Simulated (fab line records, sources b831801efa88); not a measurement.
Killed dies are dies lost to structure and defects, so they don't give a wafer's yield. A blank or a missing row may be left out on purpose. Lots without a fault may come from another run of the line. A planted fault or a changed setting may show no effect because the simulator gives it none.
Which tool did it? | flow sfq_line | 14 lots, 42 wafers sampled, at 7 steps of a route of 325

WHAT THE GAUGES READ, wafer by wafer
SFQ_I3_OVL_MEAS_923.
lot  | measured     | on         | I3_OVL (nm)
L666 | day 32 06:58 | overlay-01 | 8 0 1
L667 | day 32 12:58 | overlay-02 | -7 -8 -3
L668 | day 32 22:35 | overlay-02 | 6 7 -1
L669 | day 33 12:52 | overlay-01 | -3 6 -1
L670 | day 33 23:41 | overlay-01 | -3 0 -1
L671 | day 34 03:17 | overlay-02 | -7 -10 -5
L672 | day 34 14:04 | overlay-02 | -7 1 1
L673 | day 34 21:16 | overlay-01 | 5 4 0
L674 | day 35 04:29 | overlay-01 | 3 1 -3
L675 | day 35 19:38 | overlay-01 | -14 -1 -12
L676 | day 35 22:01 | overlay-01 | 9 6 13
L677 | day 36 04:01 | overlay-01 | 4 -6 -5
L682 | day 37 20:49 | overlay-02 | -1 0 -4
L684 | day 38 11:13 | overlay-02 | 9 8 8

SFQ_I4_BOW_MEAS_927.
lot  | measured     | on            | I4_BOW (um)
L666 | day 37 09:31 | film_metro-02 | -1 11 6
L667 | day 37 19:53 | film_metro-02 | 24 25 21
L668 | day 38 04:54 | film_metro-01 | 10 12 21
L669 | day 38 19:23 | film_metro-01 | -1 -1 -6
L670 | day 39 07:27 | film_metro-01 | 8 0 3
L671 | day 39 14:26 | film_metro-01 | 8 7 2
L672 | day 39 23:23 | film_metro-03 | 7 3 4
L673 | day 40 00:13 | film_metro-02 | 28 25 28
L674 | day 40 09:15 | film_metro-03 | 20 18 14
L675 | day 40 17:27 | film_metro-02 | 7 3 8
L676 | day 40 21:13 | film_metro-03 | -16 -29 -7
L677 | day 41 02:23 | film_metro-02 | 14 6 -1
L682 | day 42 10:42 | film_metro-02 | 8 13 1 - - -
L684 | day 43 01:42 | film_metro-02 | -10 -3 5 - - -

SFQ_R5_THK_MEAS_934: measures by xrf.
lot  | measured     | on            | R5_MONX_THK (nm)
L666 | day 47 01:07 | film_metro-01 | 41.8 40.8 41.0
L667 | day 47 04:07 | film_metro-03 | 41.3 41.7 41.1
L668 | day 47 10:01 | film_metro-01 | 40.6 40.3 40.0
L669 | day 47 16:07 | film_metro-04 | 40.7 40.6 40.9
L670 | day 48 07:21 | film_metro-01 | 40.5 40.1 40.2
L671 | day 48 11:46 | film_metro-01 | 40.3 40.7 40.1
L672 | day 49 06:37 | film_metro-04 | 42.1 40.7 40.9
L673 | day 49 07:57 | film_metro-01 | 41.2 40.7 40.6
L674 | day 49 21:52 | film_metro-04 | 39.8 40.4 40.4
L675 | day 56 12:48 | film_metro-01 | 41.4 41.1 41.4
L676 | day 56 21:02 | film_metro-04 | 40.5 41.1 40.5
L677 | day 57 09:12 | film_metro-01 | 41.4 42.1 41.8
L682 | day 59 00:16 | film_metro-04 | 41.4 41.4 40.9
L684 | day 59 23:56 | film_metro-03 | 40.7 40.2 41.3

SFQ_M8_RS_MEAS_949: measures by four-point-probe.
lot  | measured     | on            | M8_AU_RS (ohm/sq)
L666 | day 76 17:32 | film_metro-03 | 0.1497 0.1531 0.1492
L667 | day 77 01:56 | film_metro-02 | 0.1525 0.1532 0.1514
L668 | day 77 05:34 | film_metro-03 | 0.1488 0.1499 0.1505
L669 | day 77 09:16 | film_metro-01 | 0.1544 0.1534 0.1520
L670 | day 77 20:15 | film_metro-01 | 0.1514 0.1549 0.1518
L671 | day 78 01:55 | film_metro-02 | 0.1506 0.1532 0.1508
L672 | day 78 06:40 | film_metro-02 | 0.1528 0.1542 0.1558
L673 | day 78 12:40 | film_metro-02 | 0.1522 0.1547 0.1510
L674 | day 78 15:07 | film_metro-03 | 0.1506 0.1535 0.1517
L675 | day 79 04:20 | film_metro-01 | 0.1514 0.1523 0.1572
L676 | day 79 06:40 | film_metro-02 | 0.1508 0.1537 0.1504
L677 | day 79 09:04 | film_metro-03 | 0.1545 0.1495 0.1542
L682 | day 79 19:52 | film_metro-02 | 0.1555 0.1511 0.1549
L684 | day 80 04:16 | film_metro-02 | 0.1533 0.1512 0.1530

WHICH TOOL RAN EACH LOT (tool, then ch and the chambers of the sampled wafers, then the start)
lot  | SFQ_TRILAYER_I4_CMP_CMP_100   | SFQ_TRILAYER_I4_METRO_MEASURE_101 | SFQ_TRILAYER_I4_VIA_ETCH_VIA_ETCH_106
L666 | cmp-02 ch 0,1,2, day 37 06:31 | film_metro-02, day 37 09:38       | rie_diel-03 ch 1,2,3, day 40 18:24
L667 | cmp-01 ch 0,1,3, day 37 17:53 | film_metro-02, day 37 20:00       | rie_diel-03 ch 0,3, day 41 06:24
L668 | cmp-01 ch 0,1,3, day 38 01:53 | film_metro-01, day 38 05:12       | rie_diel-03 ch 0,1,3, day 41 21:34
L669 | cmp-01 ch 0,2,3, day 38 16:23 | film_metro-01, day 38 19:31       | rie_diel-02 ch 0,2, day 42 14:22
L670 | cmp-01 ch 2,3, day 39 04:23   | film_metro-01, day 39 08:07       | rie_diel-01 ch 0,1,3, day 43 07:12
L671 | cmp-01 ch 0,1,2, day 39 11:23 | film_metro-01, day 39 14:55       | rie_diel-03 ch 0,1,2, day 43 09:32
L672 | cmp-01 ch 1,2,3, day 39 20:23 | film_metro-03, day 39 23:31       | rie_diel-02 ch 0,2,3, day 43 19:08
L673 | cmp-02 ch 0,1,2, day 39 21:13 | film_metro-02, day 40 00:20       | rie_diel-01 ch 0,1,3, day 43 20:20
L674 | cmp-02 ch 0,2,3, day 40 06:43 | film_metro-03, day 40 09:44       | rie_diel-02 ch 0,2, day 44 08:20
L675 | cmp-01 ch 0,1,2, day 40 15:23 | film_metro-02, day 40 18:07       | rie_diel-02 ch 2,3, day 44 15:32
L676 | cmp-02 ch 1,2,3, day 40 18:13 | film_metro-03, day 40 21:20       | rie_diel-03 ch 0,1,2, day 44 20:20
L677 | cmp-01 ch 0,2,3, day 40 23:23 | film_metro-02, day 41 02:31       | rie_diel-01 ch 0,1,3, day 45 01:08
L682 | cmp-02 ch 0,3, day 42 07:42   | film_metro-02, day 42 15:01       | rie_diel-01 ch 1,2, day 46 12:06
L684 | cmp-02 ch 0,2, day 42 22:42   | film_metro-02, day 43 04:34       | rie_diel-03 ch 1,2,3, day 47 09:49
- SFQ_TRILAYER_I4_CMP_CMP_100: polishes SiO2.
- SFQ_TRILAYER_I4_METRO_MEASURE_101
- SFQ_TRILAYER_I4_VIA_ETCH_VIA_ETCH_106: etches SiO2 in CHF3, stops on Nb, target depth 260 nm.

WHAT THE TOOLS THEMSELVES READ (means of the sampled wafers that have a number; where no wafer has one, the mark that the record gives instead)
SFQ_TRILAYER_I4_CMP_CMP_100.
lot  | tool   | motor_current_A (A) | time_to_endpoint_s (s)
L666 | cmp-02 | 9.6                 | 208
L667 | cmp-01 | 10.5                | 224
L668 | cmp-01 | 10.4                | 202
L669 | cmp-01 | 10.3                | 226
L670 | cmp-01 | 10.6                | 213
L671 | cmp-01 | 10.5                | 216
L672 | cmp-01 | 10.6                | 220
L673 | cmp-02 | 9.8                 | 220
L674 | cmp-02 | 9.4                 | 210
L675 | cmp-01 | 10.5                | 213
L676 | cmp-02 | 9.8                 | 209
L677 | cmp-01 | 10.6                | 213
L682 | cmp-02 | 9.9                 | 252
L684 | cmp-02 | 9.7                 | 255

SFQ_TRILAYER_I4_METRO_MEASURE_101.
lot  | tool          | thk_nm (nm)
L666 | film_metro-02 | 201.2
L667 | film_metro-02 | 200.4
L668 | film_metro-01 | 201.1
L669 | film_metro-01 | 201.7
L670 | film_metro-01 | 199.9
L671 | film_metro-01 | 199.8
L672 | film_metro-03 | 200.8
L673 | film_metro-02 | 198.8
L674 | film_metro-03 | 199.2
L675 | film_metro-02 | 199.2
L676 | film_metro-03 | 199.2
L677 | film_metro-02 | 199.9
L682 | film_metro-02 | 150.3
L684 | film_metro-02 | 149.9

SFQ_TRILAYER_I4_VIA_ETCH_VIA_ETCH_106.
lot  | tool        | drypump_motor_current_A (A) | oes_product_au (a.u.)
L666 | rie_diel-03 | 5.7                         | 0.854
L667 | rie_diel-03 | 5.5                         | 0.854
L668 | rie_diel-03 | 5.4                         | 0.857
L669 | rie_diel-02 | 5.9                         | 0.858
L670 | rie_diel-01 | 5.9                         | 0.856
L671 | rie_diel-03 | 5.3                         | 0.847
L672 | rie_diel-02 | 5.9                         | 0.857
L673 | rie_diel-01 | 5.9                         | 0.855
L674 | rie_diel-02 | 5.9                         | 0.851
L675 | rie_diel-02 | 5.8                         | 0.853
L676 | rie_diel-03 | 5.3                         | 0.854
L677 | rie_diel-01 | 5.9                         | 0.854
L682 | rie_diel-01 | 5.8                         | 0.738
L684 | rie_diel-03 | 5.7                         | 0.736

THE ANSWER, worked out from the rows above alone
Rule: what is usual is taken from the lots themselves. Put in order of their means at a reading, lots are off if they are a third of the lots or fewer, leave a main group of 4 or more, and stand apart from it by a gap of 3 or more times the standard deviation of the main group's means; of several such gaps the widest counts. A main group whose means are all the same, to the digits that the tables above print for the reading, isn't used. A lot without any number at a reading at which 4 lots or more have one is off too. The other lots that the step has rows for count as sound. The gauges are gone through in route order, then the tools' own readings, and for those a lot's mean is taken as printed above. The first step at which some lot is off is used, and at that step the reading that is off furthest; a lot without a number counts as furthest.
Off: L682, L684, at SFQ_TRILAYER_I4_CMP_CMP_100 (time_to_endpoint_s). The main group: mean 214 s, standard deviation 6.7.
A tool fits if, at that step or a process step before it, it ran every lot that is off, and no sound lot after the first of them. One fits: cmp-02 at SFQ_TRILAYER_I4_CMP_CMP_100. Its last sound lot is L676 (day 40 18:13), its first lot that is off L682 (day 42 07:42): a fault that began between those two fits.
The tool's own readings at SFQ_TRILAYER_I4_CMP_CMP_100 bear it out: on the lots that are off they differ by more than 5 times the standard deviation of the sound lots' means. time_to_endpoint_s reads 254 s there against 214 s on the sound lots.

WHAT THE SIMULATOR HAD PUT IN
Process parameter drift: cmp-02, from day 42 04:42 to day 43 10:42, at SFQ_TRILAYER_I4_CMP_CMP_100. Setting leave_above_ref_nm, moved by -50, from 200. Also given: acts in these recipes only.
Lots struck among those shown: L682, L684. The rule above found the same.
